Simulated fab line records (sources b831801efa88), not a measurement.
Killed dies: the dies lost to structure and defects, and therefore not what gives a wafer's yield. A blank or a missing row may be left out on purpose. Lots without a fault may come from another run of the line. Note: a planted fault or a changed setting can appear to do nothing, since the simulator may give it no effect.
What tool caused it? / flow gf180mcu / 14 lots with 42 wafers sampled at 4 steps, on a route of 602 steps

WHAT THE GAUGES SHOWED, per wafer
GF_MIM_RS_MEAS_10: the measuring method here is four-point-probe. Usual: for MIM_ALCU_RS the level is 0.1606 ohm/sq and the standard deviation is 0.0018.
lot=L138; measured=day 24 15:35; on=filmMetro-01; MIM_ALCU_RS (ohm/sq)=0.1596 0.1588 0.1618; flag=
lot=L139; measured=day 24 18:21; on=filmMetro-01; MIM_ALCU_RS (ohm/sq)=0.1627 0.1621 0.1603; flag=
lot=L140; measured=day 25 02:16; on=filmMetro-01; MIM_ALCU_RS (ohm/sq)=0.1600 0.1590 0.1608; flag=
lot=L141; measured=day 25 11:53; on=filmMetro-03; MIM_ALCU_RS (ohm/sq)=0.1595 0.1600 0.1590; flag=
lot=L142; measured=day 25 19:46; on=filmMetro-01; MIM_ALCU_RS (ohm/sq)=0.1614 0.1596 0.1602; flag=
lot=L143; measured=day 26 01:11; on=filmMetro-01; MIM_ALCU_RS (ohm/sq)=0.1581 0.1616 0.1597; flag=
lot=L145; measured=day 26 16:58; on=filmMetro-04; MIM_ALCU_RS (ohm/sq)=0.1599 0.1597 0.1623; flag=
lot=L150; measured=day 28 10:17; on=filmMetro-04; MIM_ALCU_RS (ohm/sq)=0.1561 0.1566 0.1558; flag=
lot=L151; measured=day 28 12:34; on=filmMetro-01; MIM_ALCU_RS (ohm/sq)=0.1619 0.1622 0.1607; flag=
lot=L153; measured=day 29 05:36; on=filmMetro-04; MIM_ALCU_RS (ohm/sq)=0.1635 0.1620 0.1610; flag=
lot=L155; measured=day 29 15:41; on=filmMetro-03; MIM_ALCU_RS (ohm/sq)=0.1609 0.1604 0.1593; flag=
lot=L156; measured=day 30 01:53; on=filmMetro-01; MIM_ALCU_RS (ohm/sq)=0.1564 0.1589 0.1570; flag=
lot=L160; measured=day 31 01:34; on=filmMetro-03; MIM_ALCU_RS (ohm/sq)=0.1587 0.1581 0.1573; flag=
lot=L161; measured=day 31 16:18; on=filmMetro-01; MIM_ALCU_RS (ohm/sq)=0.1619 0.1629 0.1622; flag=

GF_TOP_METAL_THK_MEAS_06: measures by xrf. Usual: for TOP_METAL_ALCU_THK the level is 902 nm and the standard deviation is 13.
lot=L138; measured=day 27 09:52; on=filmMetro-01; TOP_METAL_ALCU_THK (nm)=885 902 892; flag=
lot=L139; measured=day 27 12:50; on=filmMetro-01; TOP_METAL_ALCU_THK (nm)=907 898 907; flag=
lot=L140; measured=day 27 19:39; on=filmMetro-04; TOP_METAL_ALCU_THK (nm)=894 896 907; flag=
lot=L141; measured=day 28 04:34; on=filmMetro-01; TOP_METAL_ALCU_THK (nm)=911 899 897; flag=
lot=L142; measured=day 28 11:07; on=filmMetro-01; TOP_METAL_ALCU_THK (nm)=898 895 896; flag=
lot=L143; measured=day 28 18:13; on=filmMetro-04; TOP_METAL_ALCU_THK (nm)=921 906 909; flag=
lot=L145; measured=day 29 08:03; on=filmMetro-01; TOP_METAL_ALCU_THK (nm)=882 895 884; flag=
lot=L150; measured=day 30 21:58; on=filmMetro-04; TOP_METAL_ALCU_THK (nm)=904 912 912; flag=
lot=L151; measured=day 30 23:58; on=filmMetro-01; TOP_METAL_ALCU_THK (nm)=900 890 889; flag=
lot=L153; measured=day 31 14:37; on=filmMetro-04; TOP_METAL_ALCU_THK (nm)=908 896 906; flag=
lot=L155; measured=day 32 00:31; on=filmMetro-04; TOP_METAL_ALCU_THK (nm)=892 882 883; flag=
lot=L156; measured=day 32 09:49; on=filmMetro-04; TOP_METAL_ALCU_THK (nm)=896 903 908; flag=
lot=L160; measured=day 33 06:32; on=filmMetro-04; TOP_METAL_ALCU_THK (nm)=931 926 949; flag=
lot=L161; measured=day 33 19:35; on=filmMetro-04; TOP_METAL_ALCU_THK (nm)=893 904 898; flag=

GF_TOP_METAL_OVL_MEAS_15. Usual: for TOP_METAL_OVL the level is 0.4 nm and the standard deviation is 1.2.
lot=L138; measured=day 28 06:10; on=overlay-02; TOP_METAL_OVL (nm)=-0.1 0.2 1.6; flag=
lot=L139; measured=day 28 08:34; on=overlay-02; TOP_METAL_OVL (nm)=-1.7 -0.3 -0.7; flag=
lot=L140; measured=day 28 15:26; on=overlay-01; TOP_METAL_OVL (nm)=2.6 2.0 -0.7; flag=
lot=L141; measured=day 29 00:36; on=overlay-02; TOP_METAL_OVL (nm)=0.2 -0.4 0.4; flag=
lot=L142; measured=day 29 05:55; on=overlay-02; TOP_METAL_OVL (nm)=0.3 0.3 1.3; flag=
lot=L143; measured=day 29 13:17; on=overlay-02; TOP_METAL_OVL (nm)=-0.9 0.3 0.3; flag=
lot=L145; measured=day 30 02:11; on=overlay-01; TOP_METAL_OVL (nm)=1.1 -0.8 -1.9; flag=
lot=L150; measured=day 31 15:02; on=overlay-01; TOP_METAL_OVL (nm)=1.1 0.5 0.3; flag=
lot=L151; measured=day 31 16:53; on=overlay-02; TOP_METAL_OVL (nm)=-0.5 0.6 1.1; flag=
lot=L153; measured=day 32 07:30; on=overlay-01; TOP_METAL_OVL (nm)=2.0 1.0 0.2; flag=
lot=L155; measured=day 32 17:40; on=overlay-02; TOP_METAL_OVL (nm)=1.5 0.6 0.1; flag=
lot=L156; measured=day 33 01:46; on=overlay-02; TOP_METAL_OVL (nm)=1.9 0.5 0.0; flag=
lot=L160; measured=day 33 21:05; on=overlay-02; TOP_METAL_OVL (nm)=2.4 1.0 1.4; flag=
lot=L161; measured=day 34 10:07; on=overlay-01; TOP_METAL_OVL (nm)=-0.9 0.3 0.9; flag=

TOOL THAT RAN EACH LOT (tool first, then ch and the chambers of the sampled wafers, then the start)
lot=L138; GF_VT_IMPLANT_WET_ETCH_50=wetBench-03 ch 3, day 7 13:25
lot=L139; GF_VT_IMPLANT_WET_ETCH_50=wetBench-04 ch 1, day 7 20:22
lot=L140; GF_VT_IMPLANT_WET_ETCH_50=wetBench-03 ch 2, day 8 02:26
lot=L141; GF_VT_IMPLANT_WET_ETCH_50=wetBench-04 ch 1, day 8 09:17
lot=L142; GF_VT_IMPLANT_WET_ETCH_50=wetBench-02 ch 2, day 8 14:37
lot=L143; GF_VT_IMPLANT_WET_ETCH_50=wetBench-02 ch 2, day 8 22:07
lot=L145; GF_VT_IMPLANT_WET_ETCH_50=wetBench-02 ch 3, day 9 11:37
lot=L150; GF_VT_IMPLANT_WET_ETCH_50=wetBench-04 ch 2, day 10 21:34
lot=L151; GF_VT_IMPLANT_WET_ETCH_50=wetBench-04 ch 1, day 11 02:31
lot=L153; GF_VT_IMPLANT_WET_ETCH_50=wetBench-02 ch 1, day 11 18:09
lot=L155; GF_VT_IMPLANT_WET_ETCH_50=wetBench-03 ch 2, day 12 05:55
lot=L156; GF_VT_IMPLANT_WET_ETCH_50=wetBench-03 ch 2, day 12 13:58
lot=L160; GF_VT_IMPLANT_WET_ETCH_50=wetBench-03 ch 1, day 13 19:13
lot=L161; GF_VT_IMPLANT_WET_ETCH_50=wetBench-02 ch 0, day 14 00:51
- GF_VT_IMPLANT_WET_ETCH_50: etches SiO2 in dHF, target depth 20 nm, time 400 s.

WHAT THE TOOLS THEMSELVES READ (means of the sampled wafers that have a number; where no wafer has one, the mark that the record gives instead)
The record holds no such reading with a usual standard deviation.

THE ANSWER, worked out from the rows above alone
Rule: lot off if the mean of its wafers having a number is beyond 3 standard deviations from the usual mean. A lot without any number at a reading at which 4 lots or more have one is off too. All remaining lots with rows at the step are treated as sound. After the gauges, taken in route order, come the tools' own readings; for these a lot's mean is taken, as printed above. At the first step where some lot is off, the reading lying furthest off is the one used; lots without a number count as furthest.
Nothing can be told from this: no lot is off at any reading shown.

WHAT THE SIMULATOR HAD INSERTED
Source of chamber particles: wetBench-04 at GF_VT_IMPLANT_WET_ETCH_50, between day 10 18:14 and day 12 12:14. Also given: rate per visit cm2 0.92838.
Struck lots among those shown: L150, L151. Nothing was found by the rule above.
